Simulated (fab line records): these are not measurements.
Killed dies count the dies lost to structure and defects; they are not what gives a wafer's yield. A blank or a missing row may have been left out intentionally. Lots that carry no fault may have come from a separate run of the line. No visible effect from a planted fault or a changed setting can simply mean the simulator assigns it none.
Which tool is to blame?    flow gf180mcu    Sampling: 12 lots, 36 wafers, 3 of 602 route steps

WHAT THE GAUGES READ, wafer by wafer
GF_V2_BOW_MEAS_05.
lot   measured      on            V2_BOW (um)
L075  day 19 18:33  filmMetro-04  87 83 108
L077  day 20 10:58  filmMetro-01  91 103 105
L079  day 21 06:14  filmMetro-01  96 86 93
L081  day 22 03:47  filmMetro-04  82 94 90
L083  day 22 17:40  filmMetro-01  97 88 80
L085  day 23 13:31  filmMetro-04  94 94 92
L087  day 23 21:55  filmMetro-02  88 102 102
L089  day 24 18:34  filmMetro-04  104 94 104
L091  day 25 23:19  filmMetro-02  105 90 106
L094  day 26 15:43  filmMetro-02  109 107 108
L095  day 26 18:52  filmMetro-02  110 95 116
L097  day 27 12:46  filmMetro-02  96 89 85

WHICH TOOL RAN EACH LOT (tool, then ch and the chambers of the sampled wafers, then the start)
lot   GF_M1_SPUTTER_01             GF_V1_STRIP_18
L075  pvdSputter-01, day 16 14:31  plasmaAsher-03 ch 0,1, day 18 15:15
L077  pvdSputter-03, day 17 06:17  plasmaAsher-01 ch 0,1, day 19 07:45
L079  pvdSputter-01, day 18 00:11  plasmaAsher-01 ch 0,1, day 20 02:35
L081  pvdSputter-01, day 18 22:03  plasmaAsher-03 ch 0,1, day 21 00:49
L083  pvdSputter-03, day 19 12:28  plasmaAsher-01 ch 0,1, day 21 15:24
L085  pvdSputter-04, day 20 09:16  plasmaAsher-04 ch 0, day 22 11:44
L087  pvdSputter-01, day 20 19:28  plasmaAsher-03 ch 0,1, day 22 20:32
L089  pvdSputter-04, day 21 16:40  plasmaAsher-04 ch 0, day 23 16:47
L091  pvdSputter-03, day 23 00:19  plasmaAsher-01 ch 0,1, day 24 22:59
L094  pvdSputter-04, day 23 17:50  plasmaAsher-04 ch 0,1, day 25 15:52
L095  pvdSputter-01, day 23 21:34  plasmaAsher-04 ch 0,1, day 25 18:41
L097  pvdSputter-03, day 24 14:32  plasmaAsher-04 ch 0,1, day 26 12:35
- GF_M1_SPUTTER_01: material TiN, target thk 30 nm, time 25 s.
- GF_V1_STRIP_18: strips in O2/N2.

THE ANSWER, worked out from the rows above alone
Rule: what is usual is taken from the lots themselves. The widest of any qualifying gaps counts: lots, ordered by their means at a reading, are off when they make up no more than a third of the lots, leave a main group of 4 or more, and stand apart from it by 3 or more times the standard deviation of that group's means. Not used: any main group whose means are identical at the precision the tables above print for the reading. A lot without any number at a reading at which 4 lots or more have one is off too. Any other lot the step has rows for is counted as sound.
None of the lots is off at any reading shown; this tells nothing.

WHAT THE SIMULATOR HAD INSERTED
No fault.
